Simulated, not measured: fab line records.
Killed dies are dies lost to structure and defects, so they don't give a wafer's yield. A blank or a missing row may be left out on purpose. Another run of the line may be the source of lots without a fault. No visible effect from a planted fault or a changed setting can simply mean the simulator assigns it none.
2 desks looking at one fault -- flow sky130 -- every desk sees just its own numbers, and what lay behind them comes last

METROLOGY DESK
What the gauges read for every lot (on any tool): the sampled wafers with a number, averaged. A lot is out of limits, marked OUT, if its mean lies more than 4 standard deviations from the usual mean; the brackets give that distance.
Columns: A = cd-nm at SKY_METAL2_CD_MEAS_15, usual 139.9 nm
lot,first seen here,A
L532,day 35 00:39,141.8
L533,day 35 09:04,140.3
L537,day 36 15:05,141.7
L536,day 36 15:26,137.7
L541,day 37 19:27,139.8
L547,day 39 15:39,141.7
L548,day 40 02:08,138.9
L549,day 40 10:43,140.8
L550,day 40 14:02,138.8
L551,day 41 01:02,139.9
L552,day 41 02:16,139.8
L554,day 41 10:29,139.2
L555,day 41 15:41,138.8
Finding of this desk: none of the 13 lots has anything out of limits.

FOR THE TOOL OWNER'S DESK: cmp-01
The tool's own readings at SKY_VIA2_CMP_24 (polishes, stops on SiO2, t overpolish 20 s, target thk 0 nm): means of the sampled wafers that have a number, for each lot that ran on this tool. A lot is out of limits, marked OUT, if its mean lies more than 4 standard deviations from the usual mean; the brackets give that distance.
Columns: A = motor-current-A at SKY_VIA2_CMP_24, usual 10.8 A; B = overpolish-run-s at SKY_VIA2_CMP_24, usual 20.001 s; C = platen-rpm at SKY_VIA2_CMP_24, usual 59.99 rpm; D = time-to-endpoint-s at SKY_VIA2_CMP_24, usual 100 s
lot,first seen here,A,B,C,D
L532,day 36 06:56,11.1,20.009,60.03,102
L533,day 36 14:17,10.0,19.990,60.01,101
L537,day 37 19:15,11.1,19.994,59.96,103
L536,day 37 19:46,10.6,19.997,59.98,90
L541,day 38 22:59,11.1,20.004,59.97,54 (-14) OUT
L549,day 41 13:28,10.1,19.989,59.97,101
L551,day 42 03:18,10.2,19.998,60.01,100
L552,day 42 04:52,10.8,20.002,59.99,98
L554,day 42 12:46,11.5,19.996,59.99,101
L555,day 42 17:21,11.3,20.001,60.02,98
This desk's finding: out of limits on L541; first on L541, day 38 22:59 (time-to-endpoint-s at SKY_VIA2_CMP_24). L532, L533, L537, L536, L549, L551, L552, L554, L555 stayed within limits.

PUT TOGETHER
The tool owner's desk had the chance to raise an alarm at day 38 22:59 on L541.
From the metrology desk's view, nothing was out of limits.
The metrology desk has L541 on record, within its limits.
The lots listed all ran SKY_VIA2_CMP_24 on cmp-01.

WHAT THE SIMULATOR HAD INSERTED
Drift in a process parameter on cmp-01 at SKY_VIA2_CMP_24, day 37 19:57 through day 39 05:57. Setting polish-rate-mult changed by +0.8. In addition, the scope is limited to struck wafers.
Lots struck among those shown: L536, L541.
Hours from the fault's start to each desk's first reading out of limits: the tool owner's desk, 27.
